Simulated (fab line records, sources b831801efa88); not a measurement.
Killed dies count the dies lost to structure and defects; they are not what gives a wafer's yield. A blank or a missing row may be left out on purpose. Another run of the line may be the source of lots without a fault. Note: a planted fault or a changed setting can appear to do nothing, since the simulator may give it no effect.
Code-filled problem report in 8D (eight disciplines) form	flow gf180mcu	the parts of the form that need people (team, actions taken, sign-off) are left out

1. THE PROBLEM
At GF_HV_LDD_COAT_14, spinSpeedRpm averages 3192.3 rpm over 6 wafers from 2 lots, while fault-free wafers read 2999.7 rpm, standard deviation 2. That is +96 standard deviations from the usual mean.
The step: resist thk 1000 nm.
Seen first at day 17 05:26 on lithoTrack-01, wafer L549.2. At this step, 39 wafers from 13 lots have a number in the record. Rule for "out" (also "out of limits"): further than 4 standard deviations from the usual mean. The other wafers with a number count as sound.

2. WHAT IT IS; WHAT IT IS NOT
question	is	is not
which readings at this step	spinSpeedRpm	-
which lots	L549, L551	L530, L531, L532, L533, L534, L537, L538, L541, L546, L547, L552
which wafers of those lots	all that have a number	-
read on which tools	lithoTrack-01	lithoTrack-02, lithoTrack-04
when	from day 17 05:26	up to then (30 sound wafers); but 3 sound wafers of L552 came after

3. SUSPECTS, AND WHAT RULES EACH OUT
Counting: a tool at any process step up to the reading remains a suspect when it ran all the lots that are out and ran no sound lot after the first of those.
- lithoTrack-01 at GF_HV_LDD_COAT_14 (resist thk 1000 nm): kept. It ran every lot that is out, first L549 (day 17 05:26), and no sound lot after that; its last sound lot up to then is L546 (day 16 00:23). On those wafers its own readings are out: spinSpeedRpm.
The count leaves lithoTrack-01 at GF_HV_LDD_COAT_14.

4. THE CAUSE (what the simulator had put in)
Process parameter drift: lithoTrack-01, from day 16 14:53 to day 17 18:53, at GF_HV_LDD_COAT_14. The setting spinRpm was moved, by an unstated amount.
Counting left only this tool.

5. THE EFFECT CHAIN, in route order
Each row: a reading whose mean over the struck wafers that have a number lies more than 3 standard deviations from the usual. Readings are gone through only where the record gives a usual standard deviation; hours: the median, over the lots, of the time from a lot's start at the first step in this table giving one to that lot's start at this step; sigmas: the change measured in usual standard deviations.
hours	step	reading	usual	on struck wafers	change	sigmas
0	GF_HV_LDD_COAT_14	spinSpeedRpm	2999.7 rpm	3192.3	+192.6	+96
12	GF_HV_LDD_STRIP_22	stripTimeToEndpointS	12.65 s	12.30	-0.35	-8.2
Here are the process steps it includes:
- GF_HV_LDD_COAT_14: resist thk 1000 nm.
- GF_HV_LDD_STRIP_22: strips in O2/N2.
Later steps that measure or inspect, where all struck wafers having a row at the step show a number for every such reading and not one has moved that far: GF_V1_CD_MEAS_14.

6. WHAT WOULD HAVE CAUGHT IT SOONER
First out-of-limits reading in this record: day 17 05:26, which is 15 hours after fault onset at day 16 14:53.
